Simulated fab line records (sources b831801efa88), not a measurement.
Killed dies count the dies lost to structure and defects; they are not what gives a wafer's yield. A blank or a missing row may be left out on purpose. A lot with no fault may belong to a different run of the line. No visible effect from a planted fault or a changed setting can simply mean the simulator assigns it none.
Which of the tools did it?    flow sky130    12 lots, 34 wafers sampled, at 5 steps of a route of 708

WHAT EACH GAUGE READ, for each wafer
SKY_VIA1_CD_MEAS_12: the cd target is 150 nm. Usual: cd_nm 148.9 nm, standard deviation 1.8.
lot   measured      on         cd_nm (nm)         flag
L686  day 35 03:07  cd_sem-02  148.5 147.9 148.6  
L690  day 35 10:22  cd_sem-01  148.1 148.7 147.6  
L694  day 36 14:43  cd_sem-01  149.2              
L698  day 37 19:06  cd_sem-01  151.0 149.6 152.7  
L700  day 38 02:34  cd_sem-01  146.8 148.5 147.7  
L701  day 38 09:11  cd_sem-02  149.2 148.3 147.3  
L704  day 39 22:45  cd_sem-02  149.0 148.1 147.6  
L705  day 39 22:59  cd_sem-01  151.0 149.9 149.9  
L706  day 40 04:42  cd_sem-02  147.4 147.5 148.8  
L707  day 40 09:06  cd_sem-01  149.3 150.0 151.0  
L708  day 40 11:21  cd_sem-02  150.2 150.0 149.6  
L709  day 40 23:41  cd_sem-02  149.6 148.7 148.9  

SKY_METAL2_RS_MEAS_05: a four-point-probe measurement. Usual: METAL2_ALCU_RS typically reads 0.1270 ohm/sq, with standard deviation 0.0014.
lot   measured      on             METAL2_ALCU_RS (ohm/sq)  flag
L686  day 35 04:44  film_metro-03  0.1259 0.1253 0.1255     
L690  day 35 11:59  film_metro-03  0.1274 0.1281 0.1260     
L694  day 36 16:19  film_metro-03  0.1273                   
L698  day 37 20:46  film_metro-03  0.1264 0.1253 0.1275     
L700  day 38 04:16  film_metro-01  0.1263 0.1263 0.1254     
L701  day 38 10:50  film_metro-02  0.1271 0.1271 0.1250     
L704  day 40 00:32  film_metro-02  0.1298 0.1294 0.1295     
L705  day 40 00:59  film_metro-03  0.1270 0.1261 0.1263     
L706  day 40 06:23  film_metro-02  0.1248 0.1251 0.1257     
L707  day 40 10:49  film_metro-01  0.1262 0.1253 0.1254     
L708  day 40 13:24  film_metro-01  0.1291 0.1281 0.1297     
L709  day 41 01:18  film_metro-03  0.1261 0.1262 0.1274     

SKY_VIA2_THK_MEAS_01. Usual: VIA2_HDPCVD_THK typically reads 1185 nm, with standard deviation 13.
lot   measured      on             VIA2_HDPCVD_THK (nm)  flag
L686  day 36 07:07  film_metro-02  1213 1200 1204        
L690  day 36 15:26  film_metro-04  1688 1187 1181        OFF
L694  day 37 19:35  film_metro-01  1672                  OFF
L698  day 38 23:05  film_metro-01  1169 1157 1181        
L700  day 39 06:28  film_metro-02  1194 1188 1190        
L701  day 39 12:45  film_metro-04  1160 1168 1172        
L704  day 41 02:22  film_metro-04  1188 1197 1191        
L705  day 41 03:19  film_metro-02  1179 1197 1174        
L706  day 41 07:50  film_metro-01  1173 1173 1183        
L707  day 41 11:27  film_metro-01  1181 1203 1177        
L708  day 41 14:12  film_metro-01  1174 1178 1186        
L709  day 42 01:34  film_metro-01  1186 1185 1156        

WHAT TOOL EACH LOT RAN ON (gives the tool, then ch and the chambers of the sampled wafers, and finally the start)
lot   SKY_VIA1_ETCH_14                    SKY_VIA2_HDPCVD_00
L686  rie_diel-02 ch 0,1,2, day 35 03:15  hdpcvd-01 ch 0,1, day 36 06:59
L690  rie_diel-03 ch 0,2,3, day 35 10:30  hdpcvd-01 ch 0,2, day 36 15:18
L694  rie_diel-01 ch 0, day 36 14:51      hdpcvd-01 ch 0, day 37 19:26
L698  rie_diel-03 ch 0,1, day 37 19:15    hdpcvd-02 ch 1,2, day 38 22:58
L700  rie_diel-02 ch 1,2,3, day 38 02:43  hdpcvd-02 ch 1,2, day 39 06:20
L701  rie_diel-03 ch 0,1,2, day 38 09:19  hdpcvd-02 ch 0,2, day 39 12:37
L704  rie_diel-01 ch 0,1, day 39 22:55    hdpcvd-02 ch 1,2, day 41 02:11
L705  rie_diel-03 ch 0,1,3, day 39 23:09  hdpcvd-02 ch 2, day 41 03:08
L706  rie_diel-01 ch 1,2,3, day 40 04:52  hdpcvd-01 ch 0,1,2, day 41 07:43
L707  rie_diel-02 ch 1,2,3, day 40 09:16  hdpcvd-01 ch 0,1, day 41 11:19
L708  rie_diel-01 ch 1,2, day 40 11:31    hdpcvd-01 ch 0,1,2, day 41 14:04
L709  rie_diel-02 ch 0,3, day 40 23:48    hdpcvd-02 ch 0,2, day 42 01:26
- SKY_VIA1_ETCH_14: etches BARC in N2/H2, stops on SiO2, time 45.9 s, target depth 60 nm.
- SKY_VIA2_HDPCVD_00: deposits SiO2, target thk 1180 nm, time 196.7 s.

AS READ BY THE TOOLS THEMSELVES (means over the sampled wafers that have a number; for cases with no such wafer, the mark the record gives instead)
SKY_VIA1_ETCH_14. Usual: drypump_motor_current_A 5.6 A, standard deviation 0.33; oes_product_au 0.854 a.u., standard deviation 0.0051; throttle_valve_pct 13.225 %, standard deviation 0.0094.
lot   tool         drypump_motor_current_A (A)  oes_product_au (a.u.)  throttle_valve_pct (%)  flag
L686  rie_diel-02  5.9                          0.855                  13.231                  
L690  rie_diel-03  5.3                          0.859                  13.224                  
L694  rie_diel-01  5.8                          0.855                  13.242                  
L698  rie_diel-03  5.2                          0.851                  13.231                  
L700  rie_diel-02  5.7                          0.851                  13.230                  
L701  rie_diel-03  5.4                          0.852                  13.228                  
L704  rie_diel-01  5.7                          0.858                  13.213                  
L705  rie_diel-03  5.2                          0.857                  13.230                  
L706  rie_diel-01  5.7                          0.851                  13.236                  
L707  rie_diel-02  5.7                          0.847                  13.222                  
L708  rie_diel-01  5.7                          0.853                  13.224                  
L709  rie_diel-02  5.9                          0.856                  13.232                  

SKY_VIA2_HDPCVD_00. Usual: pressure_mtorr 6.000 mTorr, standard deviation 0.011; run_length_s 224.5 s, standard deviation 0.51; susceptor_temp_C 400.01 C, standard deviation 0.22.
lot   tool       pressure_mtorr (mTorr)  run_length_s (s)  susceptor_temp_C (C)  flag
L686  hdpcvd-01  5.993                   224.3             400.09                
L690  hdpcvd-01  6.014                   251.2             400.01                OFF
L694  hdpcvd-01  6.007                   305.1             400.12                OFF
L698  hdpcvd-02  6.012                   224.8             400.10                
L700  hdpcvd-02  6.005                   224.6             399.99                
L701  hdpcvd-02  5.998                   224.8             400.05                
L704  hdpcvd-02  6.008                   224.6             399.77                
L705  hdpcvd-02  5.979                   225.0             399.85                
L706  hdpcvd-01  6.002                   224.2             400.15                
L707  hdpcvd-01  5.991                   224.3             399.82                
L708  hdpcvd-01  6.006                   224.3             400.17                
L709  hdpcvd-02  5.994                   225.1             399.98                

THE ANSWER, worked out from the rows above alone
Rule: a lot counts as off when the mean over its wafers that have a number is more than 3 standard deviations away from the usual mean. A lot without any number at a reading at which 4 lots or more have one is off too. Where the step has rows for the other lots, those lots are counted as sound. First the gauges in route order, then the tools' own readings, where a lot's mean is used as printed above. At the first step where some lot is off, the reading lying furthest off is the one used; lots without a number count as furthest.
Off: L690, L694, seen at SKY_VIA2_THK_MEAS_01 (VIA2_HDPCVD_THK).
If a tool, at a process step before that reading, ran all the lots that are off and no sound lot after the first of them, it fits. The gauges at SKY_VIA2_THK_MEAS_01 aren't tried: what is off there is off at SKY_VIA2_HDPCVD_00 too, on other tools, and a gauge's error can't cause that. Not one of the candidates tried fits.

WHAT THE SIMULATOR PUT IN
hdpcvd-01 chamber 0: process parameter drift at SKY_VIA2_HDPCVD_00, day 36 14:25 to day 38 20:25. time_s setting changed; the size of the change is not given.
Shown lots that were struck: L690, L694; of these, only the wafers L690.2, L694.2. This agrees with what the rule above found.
